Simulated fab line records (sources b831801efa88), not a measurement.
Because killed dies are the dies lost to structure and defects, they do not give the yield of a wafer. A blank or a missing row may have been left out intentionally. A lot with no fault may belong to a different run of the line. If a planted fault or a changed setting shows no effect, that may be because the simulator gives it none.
Which tool is to blame?	flow gf180mcu	13 lots (39 wafers sampled), 1 step of a 602-step route

## WHAT EACH GAUGE READ, for each wafer
GF_V5_THK_MEAS_03. Usual: V5_CVD_02_THK gives 1455 nm (standard deviation 18).
lot	measured	on	V5_CVD_02_THK (nm)	flag
L872	day 26 18:53	film metro-01	1452 1464 1483	
L873	day 27 00:20	film metro-02	1443 1479 1444	
L875	day 27 17:16	film metro-04	1449 1447 1452	
L882	day 29 21:19	film metro-04	1421 1418 1442	
L883	day 30 08:52	film metro-04	1436 1437 1443	
L884	day 30 09:56	film metro-04	1454 1438 1475	
L886	day 31 01:42	film metro-02	1444 1437 1463	
L887	day 31 09:34	film metro-04	1463 1454 1459	
L889	day 31 14:49	film metro-01	1458 1479 1485	
L891	day 32 07:50	film metro-02	1429 1428 1447	
L892	day 32 10:56	film metro-02	1423 1417 1465	
L893	day 32 12:41	film metro-02	1430 1455 1460	
L894	day 32 23:04	film metro-02	1430 1447 1448	

## TOOL THAT RAN EACH LOT (tool first, then ch and the chambers of the sampled wafers, then the start)
Before these readings, the record contains no process step.

## WHAT THE TOOLS THEMSELVES READ (means of the sampled wafers that have a number; where no wafer has one, the mark that the record gives instead)
The record holds no such reading with a usual standard deviation.

## THE ANSWER, worked out from the rows above alone
Rule: a lot counts as off when the mean over its wafers that have a number is more than 3 standard deviations away from the usual mean. Also off: a lot with no number at a reading for which 4 or more lots have one. Any other lot the step has rows for is counted as sound. After the gauges, taken in route order, come the tools' own readings; for these a lot's mean is taken, as printed above. The first step at which some lot is off is used, and at that step the reading that is off furthest; a lot without a number counts as furthest.
None of the lots is off at any reading shown; this tells nothing.

## WHAT HAD BEEN PUT IN BY THE SIMULATOR
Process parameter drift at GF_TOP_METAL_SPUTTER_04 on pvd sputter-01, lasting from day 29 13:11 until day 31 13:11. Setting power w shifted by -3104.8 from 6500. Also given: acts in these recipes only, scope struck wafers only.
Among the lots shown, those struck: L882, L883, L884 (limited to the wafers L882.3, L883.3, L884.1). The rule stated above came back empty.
